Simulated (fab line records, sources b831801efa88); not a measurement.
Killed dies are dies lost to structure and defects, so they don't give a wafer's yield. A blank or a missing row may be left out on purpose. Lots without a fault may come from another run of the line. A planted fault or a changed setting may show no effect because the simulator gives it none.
Problem report in the 8D (eight disciplines) form, filled by code | flow sfq_line | the parts of the form that need people (team, actions taken, sign-off) are left out

1. THE PROBLEM
oes_product_au at SFQ_TRILAYER_R5_ETCH_METAL_ETCH_139 reads a mean of 0.713 a.u. on 2 wafers of 2 lots; wafers without a fault read 0.990 a.u. with a standard deviation of 0.0053. That is -52 standard deviations from the usual mean.
The step: etches the open film in Cl2, stops on SiO2, target depth 60 nm, time 40 s.
First seen on wafer L421.5, day 66 20:10, on rie_metal-04. The record holds 18 wafers of 6 lots with a number at this step. Rule for "out", or "out of limits": more than 4 standard deviations from the usual mean. The other wafers with a number count as sound.

2. WHAT IT IS AND WHAT IT IS NOT
question                    | is                | is not
which readings at this step | oes_product_au    | drypump_motor_current_A
which lots                  | L421, L423        | L414, L415, L430, L433
which wafers of those lots  | L421.5, L423.5    | L421.1, L421.2, L423.4, L423.6
read on which tools         | rie_metal-04      | rie_metal-01, rie_metal-02
when                        | from day 66 20:10 | up to then (8 sound wafers); but 8 sound wafers of L423, L430, L433 came after

3. SUSPECTS, AND WHAT RULES EACH OUT
Counting: a tool at a process step up to the reading stays a suspect if it ran every lot that is out. Sound lots after the first of them don't rule it out here, since some wafers of a struck lot are sound.
- rie_metal-04 at SFQ_TRILAYER_R5_BARC_OPEN_METAL_ETCH_177 (etches BARC in O2, target depth 125 nm, time 41.7 s): kept. It ran every lot that is out, first L421 (day 66 20:06); its last sound lot up to then is L415 (day 66 12:54).
- rie_metal-04 at SFQ_TRILAYER_R5_ETCH_METAL_ETCH_139 (etches the open film in Cl2, stops on SiO2, target depth 60 nm, time 40 s): kept. It ran every lot that is out, first L421 (day 66 20:10); its last sound lot up to then is L415 (day 66 12:58). Its own readings are out on those wafers: oes_product_au.
Left after counting: rie_metal-04 at SFQ_TRILAYER_R5_BARC_OPEN_METAL_ETCH_177, rie_metal-04 at SFQ_TRILAYER_R5_ETCH_METAL_ETCH_139.

4. THE CAUSE (what the simulator had put in)
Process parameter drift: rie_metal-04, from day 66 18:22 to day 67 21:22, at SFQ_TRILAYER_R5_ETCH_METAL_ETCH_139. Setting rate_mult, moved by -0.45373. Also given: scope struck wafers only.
Counting left 2 suspects, and this tool is among them.

5. THE CHAIN OF EFFECTS, in route order
Each row: a reading whose mean over the struck wafers that have a number lies more than 3 standard deviations from the usual. Only readings for which the record gives a usual standard deviation are gone through. hours: the time from each lot's start at the first step in this table that gives one to its start at this step, as a median over the lots. sigmas: the change in usual standard deviations.
hours | step                                | reading        | usual      | on struck wafers | change | sigmas
0     | SFQ_TRILAYER_R5_ETCH_METAL_ETCH_139 | oes_product_au | 0.990 a.u. | 0.713            | -0.277 | -52
The process steps in it:
- SFQ_TRILAYER_R5_ETCH_METAL_ETCH_139: etches the open film in Cl2, stops on SiO2, target depth 60 nm, time 40 s.
Later measuring or inspecting steps at which every struck wafer that the step has a row for has a number for every such reading, and none has moved that far: SFQ_I5_OVL_MEAS_936, SFQ_C5_OVL_MEAS_937, SFQ_M6_RS_MEAS_938, SFQ_M8_BOW_MEAS_951.

6. WHAT WOULD HAVE CAUGHT IT SOONER
In this record the first reading out of limits was taken at day 66 20:10, 2 hours after the fault began at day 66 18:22.
